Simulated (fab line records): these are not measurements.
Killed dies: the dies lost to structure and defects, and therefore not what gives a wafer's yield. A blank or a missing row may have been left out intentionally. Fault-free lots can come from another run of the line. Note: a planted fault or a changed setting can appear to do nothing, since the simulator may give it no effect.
Struck lot and sound lot, side by side -- flow sky130 -- 23 steps out of a route of 708
Sound: the wafers L190.4, L190.5, L190.6. Wafers L198.2, L198.5, L198.6 were the ones struck. At the end, the cause is stated.
For every step that has rows: the tool of each side, followed by ch and its chambers, followed by its first start. Under that, the readings that differ: sound wafers -- struck wafers -- difference of the means -- sigmas: that difference in standard deviations of wafers without a fault.
alike: words and numbers the same on both sides, and readings whose means are apart by under 2 such deviations; not compared: readings that were withheld, readings missing a value for some wafer, numbers with overlapping values and no deviation given by the record, and bounds like >300 which may hide the same value.
Wherever a step has rows on one side only, a row that says differs or no value, or a row with sigmas, the two part there. When numbers do not overlap yet have no deviation, they are printed without sigmas and do not part them. A reading that every wafer of one side lacks parts them only if that side has two wafers or more.

first, 8 steps without rows for these wafers: SKY_LDD_N_IMPLANT_08; SKY_LDD_N_IMPLANT_09; SKY_LDD_N_IMPLANT_10; SKY_LDD_N_IMPLANT_11; SKY_LDD_N_IMPLANT_12; SKY_LDD_N_IMPLANT_13; SKY_LDD_N_IMPLANT_14; SKY_LDD_N_IMPLANT_15.
SKY_LDD_N_STRIP_16: strips in O2/N2.
  sound on plasmaAsher-04 ch 0,1, day 19 08:56; struck on plasmaAsher-02 ch 0,1, day 22 02:31
  alike: drypumpMotorCurrentA, oesProductAu, stripTimeToEndpointS
  not compared: rfHoursCounterH
SKY_LDD_N_TW_MEAS_17:
  sound: filmMetro-01 at day 19 09:02; struck: filmMetro-01 at day 22 02:38
  alike: LDD_N_TW
then, 2 steps without rows for these wafers: SKY_LDD_P_DEHYDRATE_00 (time 60 s); SKY_LDD_P_HMDS_01 (prime time 60 s).
SKY_LDD_P_COAT_02: resist thk 1140 nm.
  sound on lithoTrack-03 ch 0, day 20 00:12; struck on lithoTrack-01 ch 0, day 22 17:35
reading,sound,struck,difference,sigmas
spinSpeedRpm (rpm),3001.0 2999.7 2997.8,3046.8 3046.7 3045.0,+46.7,+26
model.NOVOLAK_of_LDD_P_COAT_02.thkNm (nm),1148 1145 1145,1126 1127 1131,-18,
then, 3 steps without rows for these wafers: SKY_LDD_P_SOFTBAKE_03 (time 60 s); SKY_LDD_P_EXPOSE_04 (exposes mask PSDM, target cd 380 nm); SKY_LDD_P_PEB_05.
SKY_LDD_P_DEVELOP_06: develop time 60 s.
  sound on lithoTrack-03 ch 0, day 20 15:45; struck on lithoTrack-03 ch 0, day 23 08:05
reading,sound,struck,difference,sigmas
model.NOVOLAK_of_LDD_P_COAT_02.thkNm (nm),1147 1144 1145,1126 1127 1130,-18,
SKY_LDD_P_CD_MEAS_07 targets a cd of 380 nm.
  sound: cdSem-02 at day 20 15:53; struck: cdSem-02 at day 23 08:14
reading,sound,struck,difference,sigmas
cdNm (nm),375.0 376.4 375.7,382.6 381.3 380.0,+5.6,+2
SKY_LDD_P_OVL_MEAS_08:
  sound: overlay-02 at day 20 15:58; struck: overlay-02 at day 23 08:21
  alike: LDD_P_OVL
then, 1 step without rows for these wafers: SKY_LDD_P_IMPLANT_09.
SKY_LDD_P_STRIP_10: strips in O2/N2.
  sound on plasmaAsher-03 ch 0,1, day 20 16:10; struck on plasmaAsher-02 ch 0,1, day 23 08:32
reading,sound,struck,difference,sigmas
stripTimeToEndpointS (s),14.26 14.25 14.24,14.01 14.02 14.06,-0.22,-6
  alike: drypumpMotorCurrentA, oesProductAu
  not compared: rfHoursCounterH
SKY_LDD_P_TW_MEAS_11:
  sound: filmMetro-02 at day 20 16:16; struck: filmMetro-03 at day 23 08:38
  alike: LDD_P_TW
SKY_PAD_OPEN_PROBE_99:
  the record has rows for the sound wafers here (prober-01, day 46 15:37) and none for the struck ones

== WHERE THEY PART ==
First at SKY_LDD_P_COAT_02; last, within this record, at SKY_PAD_OPEN_PROBE_99.

WHY: what had been put in by the simulator
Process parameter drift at SKY_LDD_P_COAT_02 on lithoTrack-01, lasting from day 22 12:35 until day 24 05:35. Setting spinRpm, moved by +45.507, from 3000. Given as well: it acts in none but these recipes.
